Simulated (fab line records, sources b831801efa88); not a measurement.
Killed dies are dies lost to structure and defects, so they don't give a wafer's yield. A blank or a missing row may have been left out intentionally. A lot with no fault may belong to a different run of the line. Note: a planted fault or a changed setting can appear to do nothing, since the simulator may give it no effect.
Which tool did it? + flow sky130 + 72 wafers from 24 lots sampled at 6 of the route's 708 steps

## WHAT THE GAUGES SHOWED, per wafer
SKY_LOCAL_INTERCONNECT_OVL_MEAS_12. Usual: for LOCAL_INTERCONNECT_OVL the level is 3 nm and the standard deviation is 4.6.
| lot  | measured     | on         | LOCAL_INTERCONNECT_OVL (nm) | flag |
|------|--------------|------------|-----------------------------|------|
| L074 | day 30 14:24 | overlay-02 | 2 8 -3                      |      |
| L076 | day 31 11:29 | overlay-01 | 6 8 10                      |      |
| L075 | day 31 13:27 | overlay-02 | 5 8 7                       |      |
| L078 | day 31 21:11 | overlay-02 | 1 -5 0                      |      |
| L077 | day 31 23:01 | overlay-01 | 0 7 3                       |      |
| L079 | day 32 02:35 | overlay-02 | 1 -3 3                      |      |
| L080 | day 32 19:45 | overlay-02 | 0 -7 5                      |      |
| L081 | day 33 04:23 | overlay-02 | 8 6 4                       |      |
| L082 | day 33 06:38 | overlay-01 | 6 8 10                      |      |
| L083 | day 33 07:43 | overlay-02 | 14 11 15                    |      |
| L084 | day 33 20:07 | overlay-02 | -2 5 6                      |      |
| L085 | day 34 06:18 | overlay-01 | -3 0 7                      |      |
| L086 | day 34 10:35 | overlay-01 | -2 5 -3                     |      |
| L087 | day 34 19:02 | overlay-01 | 0 -8 -4                     |      |
| L088 | day 34 22:23 | overlay-02 | 3 2 3                       |      |
| L089 | day 35 07:29 | overlay-01 | -2 3 1                      |      |
| L090 | day 35 11:09 | overlay-02 | 9 7 6                       |      |
| L091 | day 35 22:47 | overlay-02 | 0 3 2                       |      |
| L092 | day 36 07:00 | overlay-01 | 10 5 7                      |      |
| L093 | day 36 14:32 | overlay-02 | 2 2 1                       |      |
| L094 | day 36 15:29 | overlay-02 | 3 -2 -1                     |      |
| L095 | day 37 01:14 | overlay-02 | -3 1 -1                     |      |
| L096 | day 37 03:31 | overlay-01 | -2 4 -4                     |      |
| L097 | day 37 15:50 | overlay-01 | 5 -1 3                      |      |

SKY_VIA2_OVL_MEAS_13. Usual: for VIA2_OVL the level is 2 nm and the standard deviation is 7.2.
| lot  | measured     | on         | VIA2_OVL (nm) | flag |
|------|--------------|------------|---------------|------|
| L074 | day 36 10:38 | overlay-02 | 1 -3 0        |      |
| L076 | day 37 07:41 | overlay-01 | 2 3 1         |      |
| L075 | day 37 09:32 | overlay-01 | 5 11 0        |      |
| L078 | day 37 16:07 | overlay-02 | 10 -2 3       |      |
| L077 | day 37 20:02 | overlay-02 | 10 16 15      |      |
| L079 | day 37 20:59 | overlay-01 | 7 0 7         |      |
| L080 | day 38 16:09 | overlay-01 | 5 0 5         |      |
| L081 | day 38 21:48 | overlay-01 | 14 3 19       |      |
| L082 | day 38 23:23 | overlay-02 | 12 10 -1      |      |
| L083 | day 39 01:18 | overlay-02 | 7 5 8         |      |
| L084 | day 39 12:29 | overlay-02 | 6 16 3        |      |
| L085 | day 39 21:42 | overlay-02 | -17 1 -3      |      |
| L086 | day 40 02:46 | overlay-01 | 7 10 2        |      |
| L087 | day 40 11:09 | overlay-01 | 12 5 5        |      |
| L088 | day 40 12:32 | overlay-02 | 4 4 -4        |      |
| L089 | day 40 21:18 | overlay-02 | -1 6 -4       |      |
| L090 | day 41 00:42 | overlay-01 | 1 2 -3        |      |
| L091 | day 41 13:14 | overlay-02 | -7 -9 -10     |      |
| L092 | day 41 19:15 | overlay-02 | 4 7 6         |      |
| L093 | day 42 03:49 | overlay-02 | 1 0 -10       |      |
| L094 | day 42 04:23 | overlay-01 | 0 3 3         |      |
| L095 | day 42 14:07 | overlay-01 | 17 -2 2       |      |
| L096 | day 42 14:59 | overlay-02 | 1 -4 -4       |      |
| L097 | day 43 01:01 | overlay-02 | -11 -16 -3    |      |

SKY_VIA4_THK_MEAS_20: measures by xrf. Usual: for VIA4_W_THK the level is 503 nm and the standard deviation is 9.5.
| lot  | measured     | on            | VIA4_W_THK (nm) | flag |
|------|--------------|---------------|-----------------|------|
| L074 | day 42 23:08 | film-metro-02 | 498 497 494     |      |
| L076 | day 43 17:46 | film-metro-01 | 502 490 492     |      |
| L075 | day 43 20:17 | film-metro-02 | 500 516 513     |      |
| L078 | day 44 01:52 | film-metro-04 | 501 498 502     |      |
| L077 | day 44 06:40 | film-metro-04 | 490 510 510     |      |
| L079 | day 44 07:19 | film-metro-02 | 516 501 518     |      |
| L080 | day 44 23:27 | film-metro-04 | 520 495 519     |      |
| L081 | day 45 03:05 | film-metro-04 | 497 501 522     |      |
| L082 | day 45 04:56 | film-metro-01 | 511 506 495     |      |
| L083 | day 45 07:25 | film-metro-04 | 511 504 510     |      |
| L084 | day 45 16:22 | film-metro-04 | 496 507 511     |      |
| L085 | day 46 01:03 | film-metro-01 | 495 517 495     |      |
| L086 | day 46 05:28 | film-metro-04 | 517 499 500     |      |
| L087 | day 46 11:19 | film-metro-04 | 506 498 489     |      |
| L088 | day 46 12:21 | film-metro-02 | 498 518 513     |      |
| L089 | day 46 21:56 | film-metro-02 | 515 497 497     |      |
| L090 | day 46 23:59 | film-metro-02 | 509 495 513     |      |
| L091 | day 47 11:10 | film-metro-04 | 492 501 520     |      |
| L092 | day 47 15:59 | film-metro-04 | 511 506 491     |      |
| L093 | day 47 22:52 | film-metro-04 | 512 505 493     |      |
| L094 | day 48 00:05 | film-metro-01 | 495 507 499     |      |
| L095 | day 48 05:01 | film-metro-02 | 494 514 494     |      |
| L096 | day 48 08:34 | film-metro-04 | 496 499 499     |      |
| L097 | day 48 17:08 | film-metro-04 | 490 501 494     |      |

## TOOL THAT RAN EACH LOT (tool first, then ch and the chambers of the sampled wafers, then the start)
| lot  | SKY_VIA3_ETCH_15                   | SKY_CAP2M_CVD_00                | SKY_METAL4_DESCUM_15              |
|------|------------------------------------|---------------------------------|-----------------------------------|
| L074 | rie-diel-04 ch 0,2,3, day 39 18:43 | pecvd-04 ch 0,2, day 39 20:11   | rie-metal-02 ch 0, day 41 21:47   |
| L076 | rie-diel-01 ch 0,2,3, day 40 14:28 | pecvd-02 ch 0,2, day 40 15:56   | rie-metal-02 ch 0,1, day 42 16:32 |
| L075 | rie-diel-01 ch 0,1,2, day 40 17:07 | pecvd-02 ch 0,2, day 40 18:35   | rie-metal-02 ch 0,1, day 42 18:26 |
| L078 | rie-diel-01 ch 0,1,2, day 40 22:26 | pecvd-03 ch 0,2, day 41 00:00   | rie-metal-01 ch 0,1, day 43 00:32 |
| L077 | rie-diel-01 ch 0,2,3, day 41 02:58 | pecvd-02 ch 1,2, day 41 04:32   | rie-metal-04 ch 0,1, day 43 04:44 |
| L079 | rie-diel-04 ch 0,1,2, day 41 04:05 | pecvd-03 ch 0,2, day 41 05:34   | rie-metal-01 ch 0,1, day 43 05:59 |
| L080 | rie-diel-03 ch 0,3, day 41 21:07   | pecvd-04 ch 0,1,2, day 41 22:37 | rie-metal-04 ch 1, day 43 22:01   |
| L081 | rie-diel-04 ch 0,2,3, day 42 02:47 | pecvd-02 ch 1,2, day 42 04:15   | rie-metal-02 ch 0,1, day 44 02:39 |
| L082 | rie-diel-04 ch 0,2,3, day 42 05:20 | pecvd-04 ch 0,2, day 42 06:48   | rie-metal-01 ch 0,1, day 44 05:08 |
| L083 | rie-diel-01 ch 0,1,3, day 42 06:49 | pecvd-02 ch 0,1,2, day 42 08:38 | rie-metal-04 ch 1, day 44 07:05   |
| L084 | rie-diel-03 ch 0,1,2, day 42 16:49 | pecvd-02 ch 1,2, day 42 18:24   | rie-metal-01 ch 0,1, day 44 16:20 |
| L085 | rie-diel-04 ch 1,2,3, day 43 01:32 | pecvd-03 ch 0,2, day 43 03:01   | rie-metal-04 ch 0,1, day 45 01:06 |
| L086 | rie-diel-04 ch 1,2, day 43 06:41   | pecvd-02 ch 0,2, day 43 08:10   | rie-metal-04 ch 0,1, day 45 06:23 |
| L087 | rie-diel-04 ch 0,1,3, day 43 14:31 | pecvd-02 ch 0,1,2, day 43 16:05 | rie-metal-04 ch 0, day 45 12:24   |
| L088 | rie-diel-03 ch 2,3, day 43 15:49   | pecvd-04 ch 0,1,2, day 43 17:17 | rie-metal-01 ch 0,1, day 45 13:36 |
| L089 | rie-diel-04 ch 0,2,3, day 43 23:38 | pecvd-03 ch 1,2, day 44 01:48   | rie-metal-04 ch 1, day 45 22:36   |
| L090 | rie-diel-01 ch 0,2, day 44 02:34   | pecvd-04 ch 0,2, day 44 04:37   | rie-metal-01 ch 0,1, day 46 00:35 |
| L091 | rie-diel-01 ch 0,2,3, day 44 14:46 | pecvd-02 ch 1,2, day 44 16:16   | rie-metal-02 ch 0,1, day 46 11:32 |
| L092 | rie-diel-01 ch 0,3, day 44 20:55   | pecvd-02 ch 0,1,2, day 44 22:24 | rie-metal-02 ch 0,1, day 46 17:03 |
| L093 | rie-diel-04 ch 1,2,3, day 45 03:52 | pecvd-03 ch 0,2, day 45 05:23   | rie-metal-02 ch 0,1, day 47 00:05 |
| L094 | rie-diel-03 ch 0,1,3, day 45 04:13 | pecvd-02 ch 0,1,2, day 45 05:44 | rie-metal-01 ch 0,1, day 47 01:36 |
| L095 | rie-diel-01 ch 0,1, day 45 12:29   | pecvd-04 ch 1,2, day 45 13:57   | rie-metal-01 ch 0,1, day 47 07:35 |
| L096 | rie-diel-04 ch 0,3, day 45 14:47   | pecvd-02 ch 0,2, day 45 16:15   | rie-metal-01 ch 0,1, day 47 10:11 |
| L097 | rie-diel-03 ch 2,3, day 45 23:07   | pecvd-04 ch 1,2, day 46 01:11   | rie-metal-04 ch 0,1, day 47 18:56 |
- SKY_VIA3_ETCH_15: etches SiO2 in C4F8/O2/Ar, stops on TiN, target depth 507 nm, time 78 s.
- SKY_CAP2M_CVD_00: deposits SiO2, target thk 15.5 nm.
- SKY_METAL4_DESCUM_15: chemistry O2, time 8 s.

## AS READ BY THE TOOLS THEMSELVES (means over the sampled wafers that have a number; for cases with no such wafer, the mark the record gives instead)
SKY_VIA3_ETCH_15. Usual: oes-product-au 0.947 a.u., standard deviation 0.0046; rf-fwd-power-W 1488 W, standard deviation 4.8.
| lot  | tool        | oes-product-au (a.u.) | rf-fwd-power-W (W) | flag |
|------|-------------|-----------------------|--------------------|------|
| L074 | rie-diel-04 | 0.944                 | 1484               |      |
| L076 | rie-diel-01 | 0.951                 | 1490               |      |
| L075 | rie-diel-01 | 0.944                 | 1490               |      |
| L078 | rie-diel-01 | 0.949                 | 1494               |      |
| L077 | rie-diel-01 | 0.949                 | 1485               |      |
| L079 | rie-diel-04 | 0.951                 | 1486               |      |
| L080 | rie-diel-03 | 0.948                 | 1493               |      |
| L081 | rie-diel-04 | 0.948                 | 1491               |      |
| L082 | rie-diel-04 | 0.949                 | 1486               |      |
| L083 | rie-diel-01 | 0.948                 | 1493               |      |
| L084 | rie-diel-03 | 0.946                 | 1484               |      |
| L085 | rie-diel-04 | 0.949                 | 1484               |      |
| L086 | rie-diel-04 | 0.946                 | 1486               |      |
| L087 | rie-diel-04 | 0.949                 | 1489               |      |
| L088 | rie-diel-03 | 0.945                 | 1487               |      |
| L089 | rie-diel-04 | 0.946                 | 1489               |      |
| L090 | rie-diel-01 | 0.950                 | 1491               |      |
| L091 | rie-diel-01 | 0.947                 | 1484               |      |
| L092 | rie-diel-01 | 0.946                 | 1486               |      |
| L093 | rie-diel-04 | 0.943                 | 1485               |      |
| L094 | rie-diel-03 | 0.946                 | 1491               |      |
| L095 | rie-diel-01 | 0.948                 | 1491               |      |
| L096 | rie-diel-04 | 0.948                 | 1487               |      |
| L097 | rie-diel-03 | 0.948                 | 1490               |      |

SKY_CAP2M_CVD_00. Usual: heater-power-outer-w 433 W, standard deviation 65; heater-power-w 730 W, standard deviation 94; rf-fwd-power-W 442.1 W, standard deviation 2.2.
| lot  | tool     | heater-power-outer-w (W) | heater-power-w (W) | rf-fwd-power-W (W) | flag |
|------|----------|--------------------------|--------------------|--------------------|------|
| L074 | pecvd-04 | 344                      | 602                | 440.7              |      |
| L076 | pecvd-02 | 417                      | 706                | 444.0              |      |
| L075 | pecvd-02 | 452                      | 753                | 442.9              |      |
| L078 | pecvd-03 | 424                      | 699                | 442.9              |      |
| L077 | pecvd-02 | 440                      | 739                | 444.4              |      |
| L079 | pecvd-03 | 367                      | 606                | 441.2              |      |
| L080 | pecvd-04 | 372                      | 671                | 440.5              |      |
| L081 | pecvd-02 | 496                      | 815                | 442.5              |      |
| L082 | pecvd-04 | 354                      | 617                | 440.6              |      |
| L083 | pecvd-02 | 485                      | 819                | 444.5              |      |
| L084 | pecvd-02 | 504                      | 825                | 441.2              |      |
| L085 | pecvd-03 | 380                      | 630                | 441.0              |      |
| L086 | pecvd-02 | 439                      | 742                | 443.2              |      |
| L087 | pecvd-02 | 421                      | 716                | 442.7              |      |
| L088 | pecvd-04 | 390                      | 688                | 438.9              |      |
| L089 | pecvd-03 | 457                      | 750                | 442.8              |      |
| L090 | pecvd-04 | 345                      | 617                | 439.6              |      |
| L091 | pecvd-02 | 516                      | 840                | 443.0              |      |
| L092 | pecvd-02 | 510                      | 826                | 444.4              |      |
| L093 | pecvd-03 | 401                      | 664                | 443.6              |      |
| L094 | pecvd-02 | 478                      | 786                | 442.1              |      |
| L095 | pecvd-04 | 403                      | 706                | 440.3              |      |
| L096 | pecvd-02 | 462                      | 776                | 444.3              |      |
| L097 | pecvd-04 | 415                      | 720                | 440.4              |      |

SKY_METAL4_DESCUM_15. Usual: drypump-motor-current-A 5.50 A, standard deviation 0.28; he-backside-leak-sccm 3.41 sccm, standard deviation 0.3; oes-product-au 0.999 a.u., standard deviation 0.0094; rf-fwd-power-W 147.7 W, standard deviation 0.78.
| lot  | tool         | drypump-motor-current-A (A) | he-backside-leak-sccm (sccm) | oes-product-au (a.u.) | rf-fwd-power-W (W) | flag |
|------|--------------|-----------------------------|------------------------------|-----------------------|--------------------|------|
| L074 | rie-metal-02 | 5.65                        | 3.46                         | 0.996                 | 148.0              |      |
| L076 | rie-metal-02 | 5.45                        | 3.45                         | 1.008                 | 148.7              |      |
| L075 | rie-metal-02 | 5.46                        | 3.45                         | 1.005                 | 148.8              |      |
| L078 | rie-metal-01 | 5.36                        | 3.28                         | 0.997                 | 147.7              |      |
| L077 | rie-metal-04 | 5.76                        | 3.41                         | 1.002                 | 146.9              |      |
| L079 | rie-metal-01 | 5.37                        | 3.35                         | 0.993                 | 147.4              |      |
| L080 | rie-metal-04 | 5.96                        | 3.65                         | 0.994                 | 147.0              |      |
| L081 | rie-metal-02 | 5.46                        | 3.41                         | 1.005                 | 148.1              |      |
| L082 | rie-metal-01 | 5.30                        | 3.18                         | 0.993                 | 147.6              |      |
| L083 | rie-metal-04 | 5.99                        | 3.61                         | 0.999                 | 147.0              |      |
| L084 | rie-metal-01 | 5.38                        | 3.21                         | 1.001                 | 147.4              |      |
| L085 | rie-metal-04 | 5.71                        | 3.48                         | 1.002                 | 147.5              |      |
| L086 | rie-metal-04 | 5.74                        | 3.47                         | 0.993                 | 147.1              |      |
| L087 | rie-metal-04 | 5.20                        | 3.10                         | 1.001                 | 147.8              |      |
| L088 | rie-metal-01 | 5.32                        | 3.40                         | 0.990                 | 147.1              |      |
| L089 | rie-metal-04 | 5.99                        | 3.65                         | 0.998                 | 146.3              |      |
| L090 | rie-metal-01 | 5.36                        | 3.20                         | 0.996                 | 147.6              |      |
| L091 | rie-metal-02 | 5.45                        | 3.63                         | 1.010                 | 148.4              |      |
| L092 | rie-metal-02 | 5.46                        | 3.47                         | 1.009                 | 148.4              |      |
| L093 | rie-metal-02 | 5.45                        | 3.35                         | 1.001                 | 148.6              |      |
| L094 | rie-metal-01 | 5.36                        | 3.27                         | 1.003                 | 148.3              |      |
| L095 | rie-metal-01 | 5.37                        | 3.21                         | 1.004                 | 148.0              |      |
| L096 | rie-metal-01 | 5.36                        | 3.17                         | 0.991                 | 148.4              |      |
| L097 | rie-metal-04 | 5.47                        | 3.35                         | 1.014                 | 147.3              |      |

## THE ANSWER, worked out from the rows above alone
Rule: lot off if the mean of its wafers having a number is beyond 3 standard deviations from the usual mean. Also off: a lot with no number at a reading for which 4 or more lots have one. Where the step has rows for the other lots, those lots are counted as sound. First the gauges in route order, then the tools' own readings, where a lot's mean is used as printed above. At the first step where some lot is off, the reading lying furthest off is the one used; lots without a number count as furthest.
No lot is off on any of the readings shown, so nothing can be concluded from this.

## WHAT THE SIMULATOR PUT IN
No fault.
